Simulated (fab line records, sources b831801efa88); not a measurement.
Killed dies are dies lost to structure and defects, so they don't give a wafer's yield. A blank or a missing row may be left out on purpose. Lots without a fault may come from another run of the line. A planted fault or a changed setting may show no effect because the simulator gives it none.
One fault seen from 2 desks | flow sky130 | each desk has only its own numbers; what lay behind them comes last

THE TOOL OWNER'S DESK: lpcvd-02
The tool's own readings at SKY_POLY_GATE_CVD_03 (deposits Si3N4 from DCS/NH3, target thk 75 nm, time 1290 s): means of the sampled wafers that have a number, for each lot that ran on this tool. A lot is out of limits, marked OUT, if its mean lies more than 4 standard deviations from the usual mean; the brackets give that distance.
Columns: A = pressure_mtorr at SKY_POLY_GATE_CVD_03, usual 250.0 mTorr; B = spike_tc_bottom_C at SKY_POLY_GATE_CVD_03, usual 786.0 C; C = spike_tc_top_C at SKY_POLY_GATE_CVD_03, usual 782.9 C; D = zone_power_bottom_pct at SKY_POLY_GATE_CVD_03, usual 20.3 %
lot  | first seen here | A     | B     | C     | D
L986 | day 15 21:05    | 250.4 | 788.3 | 781.6 | 17.9
L987 | day 16 03:37    | 250.2 | 785.4 | 784.1 | 23.7
L988 | day 16 14:19    | 250.1 | 787.2 | 782.0 | 17.9
L997 | day 19 23:05    | 249.8 | 787.8 | 782.9 | 17.7
L998 | day 20 11:04    | 250.3 | 788.5 | 781.1 | 18.0
L999 | day 20 19:34    | 250.5 | 783.7 | 784.2 | 23.9
L100 | day 20 21:35    | 250.2 | 784.0 | 783.7 | 23.8
L101 | day 21 08:28    | 250.4 | 788.2 | 782.3 | 17.9
L102 | day 21 17:34    | 250.3 | 782.9 | 784.3 | 23.6
L106 | day 22 23:49    | 249.7 | 788.2 | 782.9 | 17.8
L107 | day 23 10:51    | 250.3 | 787.8 | 782.2 | 17.9
This desk's finding: nothing out of limits on any of the 11 lots.

THE METROLOGY DESK
What the gauges read, lot by lot, whatever tool the lot ran on: means of the sampled wafers that have a number. A lot is out of limits, marked OUT, if its mean lies more than 4 standard deviations from the usual mean; the brackets give that distance.
Columns: A = VT_ADJUST_PCH_OVL at SKY_VT_ADJUST_PCH_OVL_MEAS_07, usual -0.2 nm
lot  | first seen here | A
L986 | day 11 00:31    | 0.6
L987 | day 11 07:16    | -0.2
L988 | day 11 16:10    | -0.6
L994 | day 13 12:58    | -2.4
L995 | day 13 20:43    | -0.9
L997 | day 14 10:58    | 0.2
L998 | day 14 20:43    | 0.1
L999 | day 15 02:31    | -1.1
L100 | day 15 10:26    | 0.7
L101 | day 15 19:45    | -0.3
L102 | day 16 03:56    | 0.6
L106 | day 17 09:03    | 0.9
L107 | day 17 18:38    | 0.3
This desk's finding: nothing out of limits on any of the 13 lots.

PUT TOGETHER
The tool owner's desk saw nothing out of limits.
The metrology desk saw nothing out of limits.

WHAT THE SIMULATOR HAD PUT IN
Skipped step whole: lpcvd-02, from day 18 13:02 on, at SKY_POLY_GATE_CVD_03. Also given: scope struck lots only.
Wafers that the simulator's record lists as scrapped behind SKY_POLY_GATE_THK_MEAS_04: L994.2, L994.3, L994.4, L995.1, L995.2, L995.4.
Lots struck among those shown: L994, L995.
